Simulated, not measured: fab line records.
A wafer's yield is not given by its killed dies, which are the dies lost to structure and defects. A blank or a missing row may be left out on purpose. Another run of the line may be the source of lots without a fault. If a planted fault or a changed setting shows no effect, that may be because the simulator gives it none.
The tool behind it: which one? || flow gf180mcu || 12 lots with 36 wafers sampled at 6 steps, on a route of 602 steps

## WHAT EACH GAUGE READ, for each wafer
GF_PSD_RS_MEAS_14: the measuring method here is four-point-probe.
{"lot": "L210", "measured": "day 14 04:21", "on": "filmMetro-01", "NSD_RS (ohm/sq)": "46.21 46.11 46.12"}
{"lot": "L211", "measured": "day 14 16:44", "on": "filmMetro-04", "NSD_RS (ohm/sq)": "46.21 46.20 46.22"}
{"lot": "L212", "measured": "day 15 00:01", "on": "filmMetro-01", "NSD_RS (ohm/sq)": "46.16 46.24 46.27"}
{"lot": "L214", "measured": "day 15 17:20", "on": "filmMetro-01", "NSD_RS (ohm/sq)": "46.22 46.42 46.32"}
{"lot": "L216", "measured": "day 16 07:48", "on": "filmMetro-03", "NSD_RS (ohm/sq)": "46.10 46.10 46.24"}
{"lot": "L222", "measured": "day 18 15:22", "on": "filmMetro-04", "NSD_RS (ohm/sq)": "48.32 48.36 48.32 48.37 48.45 48.39"}
{"lot": "L223", "measured": "day 19 02:46", "on": "filmMetro-04", "NSD_RS (ohm/sq)": "48.58 48.38 48.34 48.42 48.50 48.33"}
{"lot": "L229", "measured": "day 21 07:52", "on": "filmMetro-04", "NSD_RS (ohm/sq)": "45.96 45.95 46.06"}
{"lot": "L230", "measured": "day 21 08:16", "on": "filmMetro-01", "NSD_RS (ohm/sq)": "46.22 46.18 46.09"}
{"lot": "L231", "measured": "day 21 16:08", "on": "filmMetro-04", "NSD_RS (ohm/sq)": "46.07 46.09 46.10"}
{"lot": "L232", "measured": "day 22 03:35", "on": "filmMetro-04", "NSD_RS (ohm/sq)": "45.99 46.17 46.09"}
{"lot": "L233", "measured": "day 22 10:11", "on": "filmMetro-01", "NSD_RS (ohm/sq)": "46.18 46.24 46.21"}

GF_SAB_OVL_MEAS_10.
{"lot": "L210", "measured": "day 15 01:37", "on": "overlay-02", "SAB_OVL (nm)": "1.1 0.0 0.5"}
{"lot": "L211", "measured": "day 15 14:32", "on": "overlay-01", "SAB_OVL (nm)": "-0.8 1.4 -2.2"}
{"lot": "L212", "measured": "day 15 20:25", "on": "overlay-02", "SAB_OVL (nm)": "0.9 -1.3 -0.8"}
{"lot": "L214", "measured": "day 16 16:07", "on": "overlay-02", "SAB_OVL (nm)": "-0.7 -0.9 1.2"}
{"lot": "L216", "measured": "day 17 07:22", "on": "overlay-02", "SAB_OVL (nm)": "-0.6 -1.1 -0.7"}
{"lot": "L222", "measured": "day 19 15:46", "on": "overlay-02", "SAB_OVL (nm)": "0.1 -1.5 -0.6"}
{"lot": "L223", "measured": "day 20 02:51", "on": "overlay-01", "SAB_OVL (nm)": "2.1 1.9 1.2"}
{"lot": "L229", "measured": "day 22 07:16", "on": "overlay-01", "SAB_OVL (nm)": "0.9 1.9 0.8"}
{"lot": "L230", "measured": "day 22 07:34", "on": "overlay-02", "SAB_OVL (nm)": "-2.3 -2.5 -0.2"}
{"lot": "L231", "measured": "day 22 14:51", "on": "overlay-01", "SAB_OVL (nm)": "0.7 -0.6 1.7"}
{"lot": "L232", "measured": "day 23 03:13", "on": "overlay-02", "SAB_OVL (nm)": "1.3 -1.1 2.1"}
{"lot": "L233", "measured": "day 23 09:58", "on": "overlay-02", "SAB_OVL (nm)": "-1.4 -1.2 0.0"}

GF_V1_BOW_MEAS_05.
{"lot": "L210", "measured": "day 17 00:05", "on": "filmMetro-01", "V1_BOW (um)": "89 87 93"}
{"lot": "L211", "measured": "day 17 18:44", "on": "filmMetro-01", "V1_BOW (um)": "95 85 78"}
{"lot": "L212", "measured": "day 17 21:42", "on": "filmMetro-01", "V1_BOW (um)": "91 81 93"}
{"lot": "L214", "measured": "day 18 19:01", "on": "filmMetro-02", "V1_BOW (um)": "79 89 74"}
{"lot": "L216", "measured": "day 19 11:34", "on": "filmMetro-01", "V1_BOW (um)": "78 83 73"}
{"lot": "L222", "measured": "day 21 20:47", "on": "filmMetro-03", "V1_BOW (um)": "84 83 85"}
{"lot": "L223", "measured": "day 22 07:34", "on": "filmMetro-02", "V1_BOW (um)": "83 86 84"}
{"lot": "L229", "measured": "day 24 09:40", "on": "filmMetro-03", "V1_BOW (um)": "85 85 75"}
{"lot": "L230", "measured": "day 24 11:19", "on": "filmMetro-01", "V1_BOW (um)": "80 88 75"}
{"lot": "L231", "measured": "day 24 15:45", "on": "filmMetro-02", "V1_BOW (um)": "69 86 76"}
{"lot": "L232", "measured": "day 25 03:44", "on": "filmMetro-02", "V1_BOW (um)": "96 83 84"}
{"lot": "L233", "measured": "day 25 13:37", "on": "filmMetro-03", "V1_BOW (um)": "87 88 86"}

## TOOL THAT RAN EACH LOT (tool first, then ch and the chambers of the sampled wafers, then the start)
{"lot": "L210", "GF_NSD_IMPLANT_09": "implanter-04 ch 0, day 13 06:13", "GF_NSD_STRIP_11": "plasmaAsher-03 ch 0,1, day 13 06:30", "GF_M1_SPUTTER_00": "pvdSputter-04, day 16 00:15"}
{"lot": "L211", "GF_NSD_IMPLANT_09": "implanter-04 ch 0, day 13 19:04", "GF_NSD_STRIP_11": "plasmaAsher-01 ch 0,1, day 13 19:20", "GF_M1_SPUTTER_00": "pvdSputter-02, day 16 17:59"}
{"lot": "L212", "GF_NSD_IMPLANT_09": "implanter-04 ch 0, day 14 01:44", "GF_NSD_STRIP_11": "plasmaAsher-04 ch 0,1, day 14 02:02", "GF_M1_SPUTTER_00": "pvdSputter-04, day 16 20:59"}
{"lot": "L214", "GF_NSD_IMPLANT_09": "implanter-04 ch 0, day 14 19:22", "GF_NSD_STRIP_11": "plasmaAsher-04 ch 0,1, day 14 19:39", "GF_M1_SPUTTER_00": "pvdSputter-02, day 17 17:52"}
{"lot": "L216", "GF_NSD_IMPLANT_09": "implanter-03 ch 0, day 15 10:13", "GF_NSD_STRIP_11": "plasmaAsher-01 ch 0,1, day 15 10:30", "GF_M1_SPUTTER_00": "pvdSputter-02, day 18 09:38"}
{"lot": "L222", "GF_NSD_IMPLANT_09": "implanter-03 ch 0, day 17 15:21", "GF_NSD_STRIP_11": "plasmaAsher-04 ch 0,1, day 17 15:39", "GF_M1_SPUTTER_00": "pvdSputter-04, day 20 18:49"}
{"lot": "L223", "GF_NSD_IMPLANT_09": "implanter-03 ch 0, day 18 01:40", "GF_NSD_STRIP_11": "plasmaAsher-04 ch 0,1, day 18 01:58", "GF_M1_SPUTTER_00": "pvdSputter-02, day 21 06:16"}
{"lot": "L229", "GF_NSD_IMPLANT_09": "implanter-04 ch 0, day 20 07:10", "GF_NSD_STRIP_11": "plasmaAsher-03 ch 0,1, day 20 07:28", "GF_M1_SPUTTER_00": "pvdSputter-04, day 23 09:44"}
{"lot": "L230", "GF_NSD_IMPLANT_09": "implanter-04 ch 0, day 20 08:03", "GF_NSD_STRIP_11": "plasmaAsher-01 ch 0,1, day 20 08:21", "GF_M1_SPUTTER_00": "pvdSputter-01, day 23 11:09"}
{"lot": "L231", "GF_NSD_IMPLANT_09": "implanter-01 ch 0, day 20 15:25", "GF_NSD_STRIP_11": "plasmaAsher-01 ch 0,1, day 20 15:43", "GF_M1_SPUTTER_00": "pvdSputter-04, day 23 16:08"}
{"lot": "L232", "GF_NSD_IMPLANT_09": "implanter-01 ch 0, day 21 02:48", "GF_NSD_STRIP_11": "plasmaAsher-04 ch 0,1, day 21 03:04", "GF_M1_SPUTTER_00": "pvdSputter-02, day 24 04:34"}
{"lot": "L233", "GF_NSD_IMPLANT_09": "implanter-01 ch 0, day 21 10:02", "GF_NSD_STRIP_11": "plasmaAsher-03 ch 0, day 21 10:19", "GF_M1_SPUTTER_00": "pvdSputter-04, day 24 11:17"}
- GF_NSD_IMPLANT_09
- GF_NSD_STRIP_11: strips in O2/N2.
- GF_M1_SPUTTER_00: material Ti, target thk 37.5 nm, time 150 s.

## AS READ BY THE TOOLS THEMSELVES (means over the sampled wafers that have a number; for cases with no such wafer, the mark the record gives instead)
GF_NSD_IMPLANT_09.
{"lot": "L210", "tool": "implanter-04", "beamEnergyKeV": 59.971}
{"lot": "L211", "tool": "implanter-04", "beamEnergyKeV": 60.022}
{"lot": "L212", "tool": "implanter-04", "beamEnergyKeV": 60.001}
{"lot": "L214", "tool": "implanter-04", "beamEnergyKeV": 59.990}
{"lot": "L216", "tool": "implanter-03", "beamEnergyKeV": 60.015}
{"lot": "L222", "tool": "implanter-03", "beamEnergyKeV": 52.571}
{"lot": "L223", "tool": "implanter-03", "beamEnergyKeV": 52.567}
{"lot": "L229", "tool": "implanter-04", "beamEnergyKeV": 60.021}
{"lot": "L230", "tool": "implanter-04", "beamEnergyKeV": 60.025}
{"lot": "L231", "tool": "implanter-01", "beamEnergyKeV": 60.015}
{"lot": "L232", "tool": "implanter-01", "beamEnergyKeV": 59.972}
{"lot": "L233", "tool": "implanter-01", "beamEnergyKeV": 60.003}

GF_NSD_STRIP_11.
{"lot": "L210", "tool": "plasmaAsher-03", "chamberPressureMTorr (mTorr)": 1499.6, "drypumpMotorCurrentA (A)": 5.6, "heaterPowerW (W)": 390, "o2FlowSccm (sccm)": 3003, "oesProductAu (a.u.)": 0.485, "stripTimeToEndpointS (s)": 22.90}
{"lot": "L211", "tool": "plasmaAsher-01", "chamberPressureMTorr (mTorr)": 1501.6, "drypumpMotorCurrentA (A)": 6.0, "heaterPowerW (W)": 376, "o2FlowSccm (sccm)": 2995, "oesProductAu (a.u.)": 0.486, "stripTimeToEndpointS (s)": 22.95}
{"lot": "L212", "tool": "plasmaAsher-04", "chamberPressureMTorr (mTorr)": 1500.2, "drypumpMotorCurrentA (A)": 6.2, "heaterPowerW (W)": 312, "o2FlowSccm (sccm)": 3010, "oesProductAu (a.u.)": 0.488, "stripTimeToEndpointS (s)": 22.93}
{"lot": "L214", "tool": "plasmaAsher-04", "chamberPressureMTorr (mTorr)": 1500.2, "drypumpMotorCurrentA (A)": 6.1, "heaterPowerW (W)": 307, "o2FlowSccm (sccm)": 2998, "oesProductAu (a.u.)": 0.489, "stripTimeToEndpointS (s)": 22.94}
{"lot": "L216", "tool": "plasmaAsher-01", "chamberPressureMTorr (mTorr)": 1500.5, "drypumpMotorCurrentA (A)": 5.7, "heaterPowerW (W)": 365, "o2FlowSccm (sccm)": 3009, "oesProductAu (a.u.)": 0.489, "stripTimeToEndpointS (s)": 22.99}
{"lot": "L222", "tool": "plasmaAsher-04", "chamberPressureMTorr (mTorr)": 1500.4, "drypumpMotorCurrentA (A)": 6.4, "heaterPowerW (W)": 328, "o2FlowSccm (sccm)": 2991, "oesProductAu (a.u.)": 0.501, "stripTimeToEndpointS (s)": 21.99}
{"lot": "L223", "tool": "plasmaAsher-04", "chamberPressureMTorr (mTorr)": 1500.2, "drypumpMotorCurrentA (A)": 6.2, "heaterPowerW (W)": 315, "o2FlowSccm (sccm)": 2996, "oesProductAu (a.u.)": 0.501, "stripTimeToEndpointS (s)": 22.00}
{"lot": "L229", "tool": "plasmaAsher-03", "chamberPressureMTorr (mTorr)": 1499.4, "drypumpMotorCurrentA (A)": 5.6, "heaterPowerW (W)": 385, "o2FlowSccm (sccm)": 3003, "oesProductAu (a.u.)": 0.485, "stripTimeToEndpointS (s)": 23.00}
{"lot": "L230", "tool": "plasmaAsher-01", "chamberPressureMTorr (mTorr)": 1501.2, "drypumpMotorCurrentA (A)": 5.7, "heaterPowerW (W)": 345, "o2FlowSccm (sccm)": 3005, "oesProductAu (a.u.)": 0.490, "stripTimeToEndpointS (s)": 22.95}
{"lot": "L231", "tool": "plasmaAsher-01", "chamberPressureMTorr (mTorr)": 1497.8, "drypumpMotorCurrentA (A)": 5.7, "heaterPowerW (W)": 342, "o2FlowSccm (sccm)": 3007, "oesProductAu (a.u.)": 0.491, "stripTimeToEndpointS (s)": 22.96}
{"lot": "L232", "tool": "plasmaAsher-04", "chamberPressureMTorr (mTorr)": 1501.1, "drypumpMotorCurrentA (A)": 6.4, "heaterPowerW (W)": 326, "o2FlowSccm (sccm)": 2992, "oesProductAu (a.u.)": 0.484, "stripTimeToEndpointS (s)": 22.95}
{"lot": "L233", "tool": "plasmaAsher-03", "chamberPressureMTorr (mTorr)": 1500.5, "drypumpMotorCurrentA (A)": 5.4, "heaterPowerW (W)": 380, "o2FlowSccm (sccm)": 2991, "oesProductAu (a.u.)": 0.491, "stripTimeToEndpointS (s)": 22.94}

GF_M1_SPUTTER_00.
{"lot": "L210", "tool": "pvdSputter-04", "throttleValvePct (%)": 30.7}
{"lot": "L211", "tool": "pvdSputter-02", "throttleValvePct (%)": 30.2}
{"lot": "L212", "tool": "pvdSputter-04", "throttleValvePct (%)": 30.7}
{"lot": "L214", "tool": "pvdSputter-02", "throttleValvePct (%)": 30.4}
{"lot": "L216", "tool": "pvdSputter-02", "throttleValvePct (%)": 30.1}
{"lot": "L222", "tool": "pvdSputter-04", "throttleValvePct (%)": 30.9}
{"lot": "L223", "tool": "pvdSputter-02", "throttleValvePct (%)": 30.2}
{"lot": "L229", "tool": "pvdSputter-04", "throttleValvePct (%)": 30.2}
{"lot": "L230", "tool": "pvdSputter-01", "throttleValvePct (%)": 29.8}
{"lot": "L231", "tool": "pvdSputter-04", "throttleValvePct (%)": 30.6}
{"lot": "L232", "tool": "pvdSputter-02", "throttleValvePct (%)": 30.0}
{"lot": "L233", "tool": "pvdSputter-04", "throttleValvePct (%)": 30.3}

## THE ANSWER, worked out from the rows above alone
Rule: what is usual is taken from the lots themselves. Put in order of their means at a reading, lots are off if they are a third of the lots or fewer, leave a main group of 4 or more, and stand apart from it by a gap of 3 or more times the standard deviation of the main group's means; of several such gaps the widest counts. The tables above print the reading to a certain number of digits; a main group whose means all agree to those digits is not used. A lot without any number at a reading at which 4 lots or more have one is off too. Where the step has rows for the other lots, those lots are counted as sound. Order of review: gauges by route order, followed by the tools' own readings, for which a lot's mean as printed above is used. At the first step where some lot is off, the reading lying furthest off is the one used; lots without a number count as furthest.
Off: at GF_PSD_RS_MEAS_14 (NSD_RS), L222, L223. For the main group the mean is 46.16 ohm/sq and the standard deviation 0.087.
A tool fits if, at a process step before that reading, it ran every lot that is off, and no sound lot after the first of them. The gauges at GF_PSD_RS_MEAS_14 aren't tried: what is off there is off at GF_NSD_IMPLANT_09 too, on other tools, and a gauge's error can't cause that. One fits: GF_NSD_IMPLANT_09 on implanter-03. A fault onset in the window from L216 (day 15 10:13, its last sound lot) to L222 (day 17 15:21, its first lot off) fits.
The tool's own readings at GF_NSD_IMPLANT_09 bear it out: on the lots that are off they differ by more than 5 times the standard deviation of the sound lots' means. beamEnergyKeV reads 52.569 there against 60.004 on the sound lots.

## WHAT HAD BEEN PUT IN BY THE SIMULATOR
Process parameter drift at GF_NSD_IMPLANT_09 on implanter-03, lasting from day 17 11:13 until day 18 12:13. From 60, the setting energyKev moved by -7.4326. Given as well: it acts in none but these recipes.
Lots struck among those shown: L222, L223. The rule above found the same.
